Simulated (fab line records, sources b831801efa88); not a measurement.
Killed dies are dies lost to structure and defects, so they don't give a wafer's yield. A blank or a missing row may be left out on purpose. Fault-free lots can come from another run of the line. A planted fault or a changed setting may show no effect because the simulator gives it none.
Which tool is to blame? :: flow sky130 :: 6 lots with 18 wafers sampled at 3 steps, on a route of 708 steps

WHAT EACH GAUGE READ, for each wafer
SKY_METAL5_RS_MEAS_05: measures by four-point-probe.
lot: L109
measured: day 43 17:56
on: film metro-01
METAL5_ALCU_RS (ohm/sq): 0.0277 0.0276 0.0274

lot: L113
measured: day 44 13:04
on: film metro-02
METAL5_ALCU_RS (ohm/sq): 0.0272 0.0274 0.0276

lot: L116
measured: day 45 07:54
on: film metro-01
METAL5_ALCU_RS (ohm/sq): 0.0269 0.0269 0.0269

lot: L119
measured: day 46 05:30
on: film metro-02
METAL5_ALCU_RS (ohm/sq): 0.0271 0.0273 0.0273

lot: L123
measured: day 47 06:11
on: film metro-02
METAL5_ALCU_RS (ohm/sq): 0.0269 0.0268 0.0266

lot: L128
measured: day 48 07:55
on: film metro-01
METAL5_ALCU_RS (ohm/sq): 0.0275 0.0273 0.0275

TOOL THAT RAN EACH LOT (tool first, then ch and the chambers of the sampled wafers, then the start)
lot: L109
SKY_FIELD_ISO_CVD_03: lpcvd-02 ch 0, day 1 23:58
SKY_METAL5_SPUTTER_02: pvd sputter-02, day 43 17:49

lot: L113
SKY_FIELD_ISO_CVD_03: lpcvd-02 ch 1, day 2 19:47
SKY_METAL5_SPUTTER_02: pvd sputter-02, day 44 12:56

lot: L116
SKY_FIELD_ISO_CVD_03: lpcvd-02 ch 0, day 3 09:26
SKY_METAL5_SPUTTER_02: pvd sputter-04, day 45 07:44

lot: L119
SKY_FIELD_ISO_CVD_03: lpcvd-02 ch 0, day 4 01:11
SKY_METAL5_SPUTTER_02: pvd sputter-02, day 46 05:22

lot: L123
SKY_FIELD_ISO_CVD_03: lpcvd-02 ch 1, day 4 19:41
SKY_METAL5_SPUTTER_02: pvd sputter-03, day 47 06:04

lot: L128
SKY_FIELD_ISO_CVD_03: lpcvd-02 ch 1, day 5 23:10
SKY_METAL5_SPUTTER_02: pvd sputter-02, day 48 07:48
- SKY_FIELD_ISO_CVD_03: deposits Si3N4 from DCS/NH3, target thk 165 nm, time 2830 s.
- SKY_METAL5_SPUTTER_02: material AlCu, target thk 1150 nm, time 61.2 s.

THE ANSWER, worked out from the rows above alone
Rule: the lots themselves supply what counts as usual. Put in order of their means at a reading, lots are off if they are a third of the lots or fewer, leave a main group of 4 or more, and stand apart from it by a gap of 3 or more times the standard deviation of the main group's means; of several such gaps the widest counts. Not used: any main group whose means are identical at the precision the tables above print for the reading. Also off: a lot with no number at a reading for which 4 or more lots have one. Where the step has rows for the other lots, those lots are counted as sound.
Nothing can be told from this: no lot is off at any reading shown.

WHAT THE SIMULATOR HAD PUT IN
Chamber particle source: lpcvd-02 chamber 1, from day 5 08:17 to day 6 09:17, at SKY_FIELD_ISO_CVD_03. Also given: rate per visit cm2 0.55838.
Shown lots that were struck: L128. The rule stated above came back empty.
